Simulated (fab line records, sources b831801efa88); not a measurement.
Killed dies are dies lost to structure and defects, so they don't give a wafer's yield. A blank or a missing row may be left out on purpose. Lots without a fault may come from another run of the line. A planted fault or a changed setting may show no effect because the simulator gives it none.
Problem report in the 8D (eight disciplines) form, filled by code | flow gf180mcu | the parts of the form that need people (team, actions taken, sign-off) are left out

1. THE PROBLEM
chamber_pressure_pa at GF_M2_SPUTTER_01 reads a mean of 0.4873 Pa on 6 wafers of 2 lots; wafers without a fault read 0.3999 Pa with a standard deviation of 0.00088. That is +99 or more standard deviations from the usual mean.
The step: material TiN, target thk 30 nm, time 25 s.
First seen on wafer L136.1, day 22 15:28, on pvd_sputter-04. The record holds 18 wafers of 6 lots with a number at this step. Rule for "out", or "out of limits": more than 4 standard deviations from the usual mean. The other wafers with a number count as sound.

2. WHAT IT IS AND WHAT IT IS NOT
question                    | is                     | is not
which readings at this step | chamber_pressure_pa    | -
which lots                  | L136, L138             | L127, L128, L135, L143
which wafers of those lots  | all that have a number | -
read on which tools         | pvd_sputter-04         | pvd_sputter-01
when                        | from day 22 15:28      | up to then (9 sound wafers); but 3 sound wafers of L143 came after

3. SUSPECTS, AND WHAT RULES EACH OUT
Counting: a tool at a process step up to the reading stays a suspect if it ran every lot that is out and no sound lot after the first of them.
- pvd_sputter-04 at GF_M2_SPUTTER_00 (material Ti, target thk 37.5 nm, time 150 s): kept. It ran every lot that is out, first L136 (day 22 15:22), and no sound lot after that; its last sound lot up to then is L127 (day 19 08:59).
- pvd_sputter-04 at GF_M2_SPUTTER_01 (material TiN, target thk 30 nm, time 25 s): kept. It ran every lot that is out, first L136 (day 22 15:28), and no sound lot after that; its last sound lot up to then is L127 (day 19 09:05). Its own readings are out on those wafers: chamber_pressure_pa.
Left after counting: pvd_sputter-04 at GF_M2_SPUTTER_00, pvd_sputter-04 at GF_M2_SPUTTER_01.

4. THE CAUSE (what the simulator had put in)
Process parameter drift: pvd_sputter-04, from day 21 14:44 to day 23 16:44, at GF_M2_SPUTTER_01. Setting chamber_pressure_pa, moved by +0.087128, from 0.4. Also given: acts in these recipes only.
Counting left 2 suspects, and this tool is among them.

5. THE CHAIN OF EFFECTS, in route order
Each row: a reading whose mean over the struck wafers that have a number lies more than 3 standard deviations from the usual. Only readings for which the record gives a usual standard deviation are gone through. hours: the time from each lot's start at the first step in this table that gives one to its start at this step, as a median over the lots. sigmas: the change in usual standard deviations.
hours | step             | reading             | usual     | on struck wafers | change  | sigmas
0     | GF_M2_SPUTTER_01 | chamber_pressure_pa | 0.3999 Pa | 0.4873           | +0.0874 | +99 or more
0     | GF_M2_SPUTTER_01 | throttle_valve_pct  | 29.5 %    | 26.7             | -2.8    | -3.2
The process steps in it:
- GF_M2_SPUTTER_01: material TiN, target thk 30 nm, time 25 s.

6. WHAT WOULD HAVE CAUGHT IT SOONER
In this record the first reading out of limits was taken at day 22 15:28, 25 hours after the fault began at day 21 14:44.
